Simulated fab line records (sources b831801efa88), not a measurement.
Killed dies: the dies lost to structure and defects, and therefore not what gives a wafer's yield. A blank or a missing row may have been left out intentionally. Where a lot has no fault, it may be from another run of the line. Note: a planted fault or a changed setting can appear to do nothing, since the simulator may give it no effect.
Which tool did it? :: flow sfq-line :: 21 wafers sampled from 7 lots at 1 step of a route of 325

## WHAT THE GAUGES SHOWED, per wafer
SFQ_L0V_OVL_MEAS_903.
lot: L452
measured: day 7 18:08
on: overlay-01
L0V_OVL (nm): 6 10 12

lot: L457
measured: day 9 10:55
on: overlay-02
L0V_OVL (nm): -13 -9 -15

lot: L460
measured: day 10 01:19
on: overlay-01
L0V_OVL (nm): 0 6 -7

lot: L466
measured: day 11 17:01
on: overlay-02
L0V_OVL (nm): -2 -4 -2

lot: L469
measured: day 12 14:25
on: overlay-02
L0V_OVL (nm): 0 -2 3

lot: L472
measured: day 13 11:53
on: overlay-01
L0V_OVL (nm): -1 3 -5

lot: L474
measured: day 14 02:17
on: overlay-02
L0V_OVL (nm): -4 -5 -5

## TOOL THAT RAN EACH LOT (tool first, then ch and the chambers of the sampled wafers, then the start)
The record shows no process step preceding these readings.

## THE ANSWER, worked out from the rows above alone
Rule: what is usual is taken from the lots themselves. Put in order of their means at a reading, lots are off if they are a third of the lots or fewer, leave a main group of 4 or more, and stand apart from it by a gap of 3 or more times the standard deviation of the main group's means; of several such gaps the widest counts. A main group is skipped when, at the precision printed for the reading in the tables above, its means are all equal. Also off: a lot with no number at a reading for which 4 or more lots have one. All remaining lots with rows at the step are treated as sound.
No lot is off on any of the readings shown, so nothing can be concluded from this.

## WHAT THE SIMULATOR PUT IN
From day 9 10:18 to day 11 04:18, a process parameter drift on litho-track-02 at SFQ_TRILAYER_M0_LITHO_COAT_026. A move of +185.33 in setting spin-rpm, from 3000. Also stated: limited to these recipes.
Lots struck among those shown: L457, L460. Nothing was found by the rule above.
